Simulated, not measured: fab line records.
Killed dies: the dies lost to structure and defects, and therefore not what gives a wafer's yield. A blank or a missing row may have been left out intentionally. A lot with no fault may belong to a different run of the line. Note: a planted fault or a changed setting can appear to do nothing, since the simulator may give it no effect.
Tool commonality check + flow sky130 + 12 lots, 36 wafers sampled

REASON FOR OPENING
At SKY_METAL2_CD_MEAS_15 the reading cd nm is flagged on 2 of 12 lots. No-fault wafers: 139.4 nm, standard deviation 1.3.
Rule: a lot is flagged in two cases, either no wafer of it has a number, or all its wafers with numbers fall more than 4 standard deviations from that mean. As for the other lots, they are considered sound.

| lot  | measured     | on        | cd nm (nm), wafer by wafer | flag    |
|------|--------------|-----------|----------------------------|---------|
| L221 | day 35 08:47 | cd sem-01 | 139.7 140.2 140.7          |         |
| L222 | day 35 14:41 | cd sem-01 | 138.0 139.0 137.7          |         |
| L223 | day 36 01:29 | cd sem-02 | 139.8 139.1 140.2          |         |
| L224 | day 36 10:19 | cd sem-02 | 138.7 138.2 139.0          |         |
| L225 | day 36 10:56 | cd sem-01 | 140.8 137.6 139.4          |         |
| L228 | day 37 21:38 | cd sem-02 | 139.1 139.6 141.5          |         |
| L229 | day 37 23:18 | cd sem-01 | 141.1 140.1 140.0          |         |
| L234 | day 39 11:03 | cd sem-02 | 157.2 156.7 155.0          | FLAGGED |
| L238 | day 40 14:29 | cd sem-02 | 152.6 153.4 152.4          | FLAGGED |
| L239 | day 40 17:26 | cd sem-01 | 136.6 138.8 137.6          |         |
| L240 | day 41 03:41 | cd sem-01 | 140.0 140.7 141.0          |         |
| L243 | day 42 08:53 | cd sem-02 | 139.3 140.2 140.9          |         |
The mean of the flagged lots' numbers is 154.6 nm, +15.2 nm from the usual (+12 standard deviations).

WHICH TOOL RAN EACH LOT
The record holds 2 process steps before the reading, out of a route of 708 steps. In each cell: the tool, then ch and the chambers that the sampled wafers went through, then the start.
| lot  | flag    | SKY_VIA1_STRIP_16                    | SKY_METAL2_EXPOSE_12              |
|------|---------|--------------------------------------|-----------------------------------|
| L221 |         | plasma asher-02 ch 0,1, day 34 03:49 | krf scanner-01 ch 0, day 34 19:10 |
| L222 |         | plasma asher-03 ch 0, day 34 10:36   | krf scanner-02 ch 0, day 35 02:06 |
| L223 |         | plasma asher-03 ch 0,1, day 34 21:39 | krf scanner-01 ch 0, day 35 12:51 |
| L224 |         | plasma asher-01 ch 0,1, day 35 06:56 | krf scanner-02 ch 0, day 35 20:56 |
| L225 |         | plasma asher-02 ch 0,1, day 35 07:34 | krf scanner-01 ch 0, day 35 21:27 |
| L228 |         | plasma asher-03 ch 0, day 36 17:15   | krf scanner-02 ch 0, day 37 08:52 |
| L229 |         | plasma asher-02 ch 0,1, day 36 19:58 | krf scanner-02 ch 0, day 37 10:59 |
| L234 | FLAGGED | plasma asher-01 ch 0,1, day 38 08:52 | krf scanner-02 ch 0, day 38 22:55 |
| L238 | FLAGGED | plasma asher-03 ch 0,1, day 39 12:32 | krf scanner-02 ch 0, day 40 02:25 |
| L239 |         | plasma asher-02 ch 0,1, day 39 15:19 | krf scanner-01 ch 0, day 40 04:51 |
| L240 |         | plasma asher-02 ch 0,1, day 40 01:46 | krf scanner-01 ch 0, day 40 15:59 |
| L243 |         | plasma asher-02 ch 0,1, day 41 07:45 | krf scanner-01 ch 0, day 41 21:49 |
What the steps here do:
- SKY_VIA1_STRIP_16: strips in O2/N2.
- SKY_METAL2_EXPOSE_12: exposes mask MM2, target cd 140 nm.
- SKY_METAL2_CD_MEAS_15: target cd 140 nm.

FLAGGED OVER TOTAL, TOOL BY TOOL (the gauges that took the reading come last)
| step                  | tool            | lots run | flagged | share of the flagged lots | sound lots run after its first flagged lot |
|-----------------------|-----------------|----------|---------|---------------------------|--------------------------------------------|
| SKY_VIA1_STRIP_16     | plasma asher-01 | 2        | 1       | some                      | 0                                          |
| SKY_VIA1_STRIP_16     | plasma asher-02 | 6        | 0       | none                      | -                                          |
| SKY_VIA1_STRIP_16     | plasma asher-03 | 4        | 1       | some                      | 0                                          |
| SKY_METAL2_EXPOSE_12  | krf scanner-01  | 6        | 0       | none                      | -                                          |
| SKY_METAL2_EXPOSE_12  | krf scanner-02  | 6        | 2       | all                       | 0                                          |
| SKY_METAL2_CD_MEAS_15 | cd sem-01       | 6        | 0       | none                      | -                                          |
| SKY_METAL2_CD_MEAS_15 | cd sem-02       | 6        | 2       | all                       | 1 (L243)                                   |

WHAT THE TABLE ALLOWS
Table rows that saw every flagged lot: 2, namely krf scanner-02 at SKY_METAL2_EXPOSE_12 and cd sem-02 at SKY_METAL2_CD_MEAS_15.
- krf scanner-02 at SKY_METAL2_EXPOSE_12 ran 6 lots, 2 of them flagged. Its last sound lot is L229 (day 37 10:59), its first flagged lot L234 (day 38 22:55): a fault that began between those two fits. Its own readings lie more than 4 standard deviations out on every wafer of the flagged lots: exposure dose mJ cm2.
- cd sem-02 at SKY_METAL2_CD_MEAS_15 ran 6 lots, 2 of them flagged. Lots that were sound ran on it after the first flagged one (L243); a persistent fault on the entire tool would not allow that.
One tool is left: krf scanner-02 at SKY_METAL2_EXPOSE_12.

WHAT WAS PUT IN BY THE SIMULATOR
Process parameters drifting: krf scanner-02 at SKY_METAL2_EXPOSE_12, beginning at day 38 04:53. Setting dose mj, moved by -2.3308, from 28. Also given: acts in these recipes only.
Lots struck among those shown: L234, L238. The rule above reached the same finding.
